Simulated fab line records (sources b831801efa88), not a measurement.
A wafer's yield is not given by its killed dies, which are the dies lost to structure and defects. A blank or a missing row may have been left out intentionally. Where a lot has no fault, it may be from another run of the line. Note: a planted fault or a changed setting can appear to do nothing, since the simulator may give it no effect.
Which of the tools did it? -- flow gf180mcu -- 6 lots, 18 wafers sampled, at 2 steps of a route of 602

== WHAT THE GAUGES SHOWED, per wafer ==
GF_HV_LDD_RS_MEAS_53: uses a four-point probe to measure.
lot,measured,on,HV_LDD_RS (ohm/sq)
L613,day 13 01:59,film_metro-04,419.0 417.7 417.7
L617,day 14 10:52,film_metro-01,417.5 418.7 418.5
L622,day 16 07:34,film_metro-04,422.7 421.8 421.5
L624,day 17 03:11,film_metro-04,421.3 421.3 422.5
L629,day 18 17:35,film_metro-02,418.3 418.0 418.4
L630,day 19 06:14,film_metro-01,417.8 417.7 417.1

== WHAT TOOL EACH LOT RAN ON (gives the tool, then ch and the chambers of the sampled wafers, and finally the start) ==
lot,GF_HV_LDD_IMPLANT_33
L613,"implanter-04 ch 0, day 12 05:38"
L617,"implanter-04 ch 0, day 13 14:20"
L622,"implanter-04 ch 0, day 15 07:59"
L624,"implanter-04 ch 0, day 16 00:08"
L629,"implanter-03 ch 0, day 17 17:36"
L630,"implanter-01 ch 0, day 18 05:20"
- GF_HV_LDD_IMPLANT_33

== THE ANSWER, worked out from the rows above alone ==
Rule: the lots themselves supply what counts as usual. Put in order of their means at a reading, lots are off if they are a third of the lots or fewer, leave a main group of 4 or more, and stand apart from it by a gap of 3 or more times the standard deviation of the main group's means; of several such gaps the widest counts. A main group is skipped when, at the precision printed for the reading in the tables above, its means are all equal. A lot without any number at a reading at which 4 lots or more have one is off too. The other lots that the step has rows for count as sound.
Off: L622, L624, seen at GF_HV_LDD_RS_MEAS_53 (HV_LDD_RS). The main group has a mean of 418.0 ohm/sq with a standard deviation of 0.29.
A tool fits if, at a process step before that reading, it ran every lot that is off, and no sound lot after the first of them. Gauges at GF_HV_LDD_RS_MEAS_53: tried the same way as those tools. Can't be told from this: 2 tools fit, implanter-04 at GF_HV_LDD_IMPLANT_33, film_metro-04 at GF_HV_LDD_RS_MEAS_53.

== WHAT WAS PUT IN BY THE SIMULATOR ==
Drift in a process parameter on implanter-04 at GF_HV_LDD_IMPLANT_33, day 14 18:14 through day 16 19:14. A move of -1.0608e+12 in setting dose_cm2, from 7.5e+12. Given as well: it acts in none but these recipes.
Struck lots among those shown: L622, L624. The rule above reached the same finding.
